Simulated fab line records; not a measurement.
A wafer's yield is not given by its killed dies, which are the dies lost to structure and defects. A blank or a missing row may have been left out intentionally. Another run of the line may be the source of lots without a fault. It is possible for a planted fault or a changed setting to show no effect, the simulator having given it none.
Struck lot and sound lot, side by side	flow gf180mcu	15 out of 602 route steps
Sound: these wafers, L648.2, L648.5, L648.6. Struck: wafer L654.2. At the end, the cause is stated.
For every step that has rows: the tool of each side, followed by ch and its chambers, followed by its first start. Under that, the readings that differ: sound wafers	struck wafers	difference of the means	sigmas: that difference in standard deviations of wafers without a fault.
alike: a reading whose means differ by less than 2 such deviations, as well as words and numbers matching on both sides. not compared: withheld readings; readings where some wafer has no value; bounds like >300 that might hide an equal value; numbers whose values overlap and for which the record gives no deviation.
The two part at a step that has a row with sigmas, a row that says differs or no value, or rows on one side only. Non-overlapping numbers with no deviation appear without sigmas and do not part them. Lack of a reading on every wafer of one side parts them only where that side has two or more wafers.

GF_HV_LDD_CD_MEAS_46: the cd target is 400 nm.
  sound on cd_sem-01 at day 15 00:28; struck on cd_sem-02 at day 16 23:16
  alike: cd_nm
GF_HV_LDD_OVL_MEAS_47:
  sound on overlay-01 at day 15 00:35; struck on overlay-01 at day 16 23:22
  alike: HV_LDD_03_OVL
after that, 1 step had no rows for these wafers: GF_HV_LDD_IMPLANT_48.
GF_HV_LDD_STRIP_49: strips in O2/N2.
  sound on plasma_asher-01 ch 0,1, day 15 00:46; struck on plasma_asher-01 ch 1, day 16 23:32
  alike: drypump_motor_current_A, heater_power_w, oes_product_au, strip_time_to_endpoint_s
  not compared: rf_hours_counter_h
GF_HV_LDD_TW_MEAS_50:
  sound on film_metro-01 at day 15 00:52; struck on film_metro-03 at day 16 23:39
  alike: HV_LDD_4_TW
then, 1 step without rows for these wafers: GF_HV_LDD_CLEAN_51 (cleans in SC1/SC2, time 150 s).
GF_HV_LDD_RTA_52: time 10 s.
  sound on rtp_anneal-02 ch 0, day 15 00:59; struck on rtp_anneal-02 ch 0, day 16 23:47
  alike: lamp_power_pct, wafer_temp_C_max
GF_HV_LDD_RS_MEAS_53: the measuring method here is four-point-probe.
  sound on film_metro-03 at day 15 01:04; struck on film_metro-01 at day 16 23:51
  alike: HV_LDD_RS
then, 1 step without rows for these wafers: GF_HV_LDD_CVD_54 (deposits SiO2 from TEOS, target thk 10 nm, time 75 s).
GF_HV_LDD_THK_MEAS_55:
  sound on film_metro-01 at day 15 02:11; struck on film_metro-01 at day 17 00:59
  alike: HV_LDD_CVD_54_THK
then, 1 step without rows for these wafers: GF_HV_LDD_CVD_56 (deposits Si3N4 from DCS/NH3, target thk 90 nm, time 1543 s).
GF_HV_LDD_THK_MEAS_57:
  sound on film_metro-01 at day 15 03:41; struck on film_metro-02 at day 17 02:28
  alike: HV_LDD_CVD_56_THK
GF_HV_LDD_ETCHBACK_58: etches Si3N4 in CH3F/O2, stops on SiO2, time 100 s, target depth 90 nm.
  sound on rie_diel-03 ch 0,2,3, day 15 03:44; struck on rie_diel-04 ch 0, day 17 02:31
reading	sound	struck	difference	sigmas
drypump_motor_current_A (A)	5.3 4.6 6.0	6.3	+1.0	+2
model.SiO2_of_HV_LDD_CVD_54.thk_nm (nm)	7.435 7.394 7.435	8.013	+0.592	
  alike: ch3f_flow_sccm, oes_product_au, throttle_valve_pct
  not compared: rf_hours_counter_h
then, 1 step without rows for these wafers: GF_NSD_DEHYDRATE_00 (time 60 s).
GF_PASSIVATION_PROBE_99:
  the record has rows for the sound wafers here (prober-01, day 31 09:41) and none for the struck ones

== WHERE THEY PART ==
Last at GF_PASSIVATION_PROBE_99 as far as this record goes, first at GF_HV_LDD_ETCHBACK_58.

WHY: whatever the simulator had introduced
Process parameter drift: rie_diel-04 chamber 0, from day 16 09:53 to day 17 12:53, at GF_HV_LDD_ETCHBACK_58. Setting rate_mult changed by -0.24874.
